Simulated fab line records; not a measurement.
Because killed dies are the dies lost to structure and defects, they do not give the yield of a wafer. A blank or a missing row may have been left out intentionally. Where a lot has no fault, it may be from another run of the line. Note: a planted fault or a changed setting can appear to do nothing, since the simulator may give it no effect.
Problem report, 8D (eight disciplines) form, completed by code || flow sky130 || the parts of the form that need people (team, actions taken, sign-off) are left out

1. WHAT IS WRONG
killed-at-other at SKY_PAD_OPEN_PROBE_99 reads a mean of 43.0 on 6 wafers of 2 lots; wafers without a fault read 0.3 with a standard deviation of 0.54. Relative to the usual mean, that is a shift of +79 standard deviations.
The first sign was on wafer L923.1 at day 50 13:17, on prober-02. The record holds 9 wafers of 3 lots with a number at this step. Rule for "out" (also "out of limits"): further than 4 standard deviations from the usual mean. The rest of the wafers with a number are treated as sound.

2. WHAT IT IS AND WHAT IT IS NOT
{"question": "which readings at this step", "is": "killed-at-other", "is not": "killed_at_M0_to_M3, killed_at_M4_up, killed-at-contacts, killed-at-front-end, killed-open, killed-short"}
{"question": "which lots", "is": "L923, L924", "is not": "L917"}
{"question": "which wafers of those lots", "is": "all that have a number", "is not": "-"}
{"question": "read on which tools", "is": "prober-02", "is not": "-"}
{"question": "when", "is": "from day 50 13:17", "is not": "up to then (3 sound wafers)"}

3. THE SUSPECTS, EACH WITH WHAT RULES IT OUT
Counting: a tool at a process step up to the reading stays a suspect if it ran every lot that is out and no sound lot after the first of them.
- pecvd-04 at SKY_CAPM_CVD_00 (deposits SiO2, target thk 15.5 nm): kept. It ran every lot that is out, first L923 (day 42 16:06), and no sound lot after that.
- prober-02 at SKY_PAD_OPEN_PROBE_99: kept. It processed each lot that is out, first L923 at day 50 13:17, and no sound lot thereafter; up to then, the last sound lot it processed was L917 at day 49 13:43. On those wafers its own readings are out: killed-at-other.
What counting leaves: pecvd-04 at SKY_CAPM_CVD_00 and prober-02 at SKY_PAD_OPEN_PROBE_99.

4. THE CAUSE (what the simulator had put in)
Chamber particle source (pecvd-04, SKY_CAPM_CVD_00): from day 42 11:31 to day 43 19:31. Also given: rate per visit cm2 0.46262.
Counting leaves 2 suspects; this tool is one of them.

5. THE EFFECT CHAIN, in route order
One row per reading whose mean, taken over the struck wafers that have a number, lies over 3 standard deviations from the usual. Only readings whose record carries a usual standard deviation are examined. hours: median over the lots of the time between each lot's start at the first step of this table that gives one and its start at this step. sigmas: the change, counted in usual standard deviations.
{"hours": 0, "step": "SKY_PAD_OPEN_PROBE_99", "reading": "defect-limited-yield", "usual": "82.6 %", "on struck wafers": 75.3, "change": -7.3, "sigmas": -3.8}
{"hours": 0, "step": "SKY_PAD_OPEN_PROBE_99", "reading": "killed-at-other", "usual": 0.3, "on struck wafers": 43.0, "change": "+42.7", "sigmas": "+79"}
{"hours": 0, "step": "SKY_PAD_OPEN_PROBE_99", "reading": "killed-dies", "usual": 85, "on struck wafers": 121, "change": "+36", "sigmas": "+3.9"}
{"hours": 0, "step": "SKY_PAD_OPEN_PROBE_99", "reading": "sort_bin_3_pad_short", "usual": "0.9 %", "on struck wafers": 2.4, "change": "+1.5", "sigmas": "+3.7"}
{"hours": 0, "step": "SKY_PAD_OPEN_PROBE_99", "reading": "sort-n-pass", "usual": 407, "on struck wafers": 371, "change": -36, "sigmas": -3.9}
{"hours": 0, "step": "SKY_PAD_OPEN_PROBE_99", "reading": "sort-yield-pct", "usual": "82.6 %", "on struck wafers": 75.3, "change": -7.3, "sigmas": -3.8}
Process steps it contains:
- SKY_PAD_OPEN_PROBE_99

6. WHAT WOULD HAVE CAUGHT IT SOONER
194 hours passed between the start of the fault at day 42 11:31 and the first reading out of limits in this record, taken at day 50 13:17.
Of the tool readings at SKY_CAPM_CVD_00 for which the record gives a usual standard deviation, none was out on any struck wafer, so an alarm limit of 4 standard deviations on them would not have fired.
By day 50 13:17 the whole set of lots that are out, 2 in number, had already begun SKY_CAPM_CVD_00 on pecvd-04. Tool hold at that time: it would have spared none of them.
